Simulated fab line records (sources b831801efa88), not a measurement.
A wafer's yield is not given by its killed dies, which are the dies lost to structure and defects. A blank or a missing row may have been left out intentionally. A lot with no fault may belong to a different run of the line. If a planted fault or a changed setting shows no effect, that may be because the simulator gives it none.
Chamber matching / flow gf180mcu / GF_V4_CMP_26 on cmp-01: 4 sister chambers
The step polishes, stops on SiO2, t overpolish 15 s, target thk 0 nm. 7 wafers are shown with their chamber, then 7 later ones without.

== WAFERS WITH THEIR CHAMBER ==
wafer=L458.1; chamber=3; motorCurrentA (A)=9.3; timeToEndpointS (s)=81.8
wafer=L460.6; chamber=2; motorCurrentA (A)=11.1; timeToEndpointS (s)=87.3
wafer=L467.1; chamber=2; motorCurrentA (A)=11.9; timeToEndpointS (s)=88.4
wafer=L468.3; chamber=0; motorCurrentA (A)=11.4; timeToEndpointS (s)=91.8
wafer=L468.5; chamber=1; motorCurrentA (A)=9.7; timeToEndpointS (s)=85.6
wafer=L469.1; chamber=1; motorCurrentA (A)=10.0; timeToEndpointS (s)=87.4
wafer=L469.5; chamber=0; motorCurrentA (A)=11.6; timeToEndpointS (s)=90.4

== WAFERS WITH NO CHAMBER GIVEN ==
wafer=L469.6; motorCurrentA (A)=9.6; timeToEndpointS (s)=88.2
wafer=L475.2; motorCurrentA (A)=11.8; timeToEndpointS (s)=87.5
wafer=L475.3; motorCurrentA (A)=11.1; timeToEndpointS (s)=84.1
wafer=L475.6; motorCurrentA (A)=9.6; timeToEndpointS (s)=84.9
wafer=L478.1; motorCurrentA (A)=10.0; timeToEndpointS (s)=83.0
wafer=L478.2; motorCurrentA (A)=11.3; timeToEndpointS (s)=82.1
wafer=L478.4; motorCurrentA (A)=11.9; timeToEndpointS (s)=84.5

== CHAMBER TAKEN BY EACH ==
wafer=L469.6; from the rows above=1; in truth=1
wafer=L475.2; from the rows above=2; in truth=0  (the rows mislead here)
wafer=L475.3; from the rows above=can't be placed: 2 or 1 or 3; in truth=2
wafer=L475.6; from the rows above=can't be placed: 1 or 3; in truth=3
wafer=L478.1; from the rows above=can't be placed: 3 or 1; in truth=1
wafer=L478.2; from the rows above=can't be placed: 3 or 2 or 1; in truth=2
wafer=L478.4; from the rows above=2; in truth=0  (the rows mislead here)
Placed correctly: 1 of 7. These rows do not allow placing 4 (true chamber among the candidates in 4). 2 placed wrongly.
How it was worked out, from the rows above alone: a wafer's distance from a chamber is the root of the sum, over the readings, of the square of ((its reading less the chamber's mean) divided by the reading's scatter). If the next closest chamber is less than 2 further off than the closest, the wafer can't be placed; otherwise it belongs to the closest. A chamber's mean is the mean of its shown wafers. How the scatter is found: for the shown wafers, subtract from each reading the mean of its chamber, square and add these, divide the total by (wafers less chambers), then take the root.
